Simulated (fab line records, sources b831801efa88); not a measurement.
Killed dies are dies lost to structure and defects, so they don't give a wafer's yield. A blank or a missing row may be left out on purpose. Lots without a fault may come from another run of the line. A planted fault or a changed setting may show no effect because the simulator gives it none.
Chamber matching | flow sky130 | SKY_FIELD_ISO_CMP_27 on cmp-02: 4 sister chambers
The step polishes, stops on Si3N4, t overpolish 16 s, target thk 457.8 nm. 7 wafers are shown with their chamber, then 8 later ones without.

WAFERS WITH THEIR CHAMBER
wafer  | chamber | motor_current_A (A) | overpolish_run_s (s)
L677.4 | 2       | 10.0                | 15.987
L683.3 | 0       | 12.3                | 15.993
L683.5 | 3       | 12.4                | 15.998
L684.1 | 3       | 12.5                | 15.996
L684.3 | 1       | 10.7                | 16.003
L684.5 | 0       | 11.8                | 15.999
L686.1 | 1       | 11.0                | 16.005

WAFERS WITHOUT THEIR CHAMBER
wafer  | motor_current_A (A) | overpolish_run_s (s)
L686.4 | 12.9                | 16.008
L686.6 | 12.6                | 15.995
L688.1 | 12.1                | 16.028
L688.2 | 11.8                | 15.982
L688.3 | 10.1                | 15.997
L692.4 | 12.5                | 16.007
L692.5 | 12.5                | 15.979
L692.6 | 9.4                 | 15.997

WHICH CHAMBER EACH WENT THROUGH
wafer  | from the rows above          | in truth
L686.4 | can't be placed: 3 or 0      | 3
L686.6 | can't be placed: 3 or 0      | 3
L688.1 | can't be placed: 1 or 3 or 0 | 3
L688.2 | can't be placed: 0 or 3      | 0
L688.3 | can't be placed: 2 or 1      | 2
L692.4 | can't be placed: 3 or 0      | 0
L692.5 | can't be placed: 0 or 3      | 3
L692.6 | 2                            | 2
Placed correctly: 1 of 8. Can't be placed from these rows: 7 (the true chamber is among the candidates in 7). Placed wrongly: 0.
How it was worked out, from the rows above alone: a wafer's distance from a chamber is the root of the sum, over the readings, of the square of ((its reading less the chamber's mean) divided by the reading's scatter). The wafer belongs to the nearest chamber; if the next one is less than 2 further off, it can't be placed. A chamber's mean is the mean of its shown wafers. The scatter: the root of (the sum of the squares of (reading less its chamber's mean) over the shown wafers, divided by (wafers less chambers)).
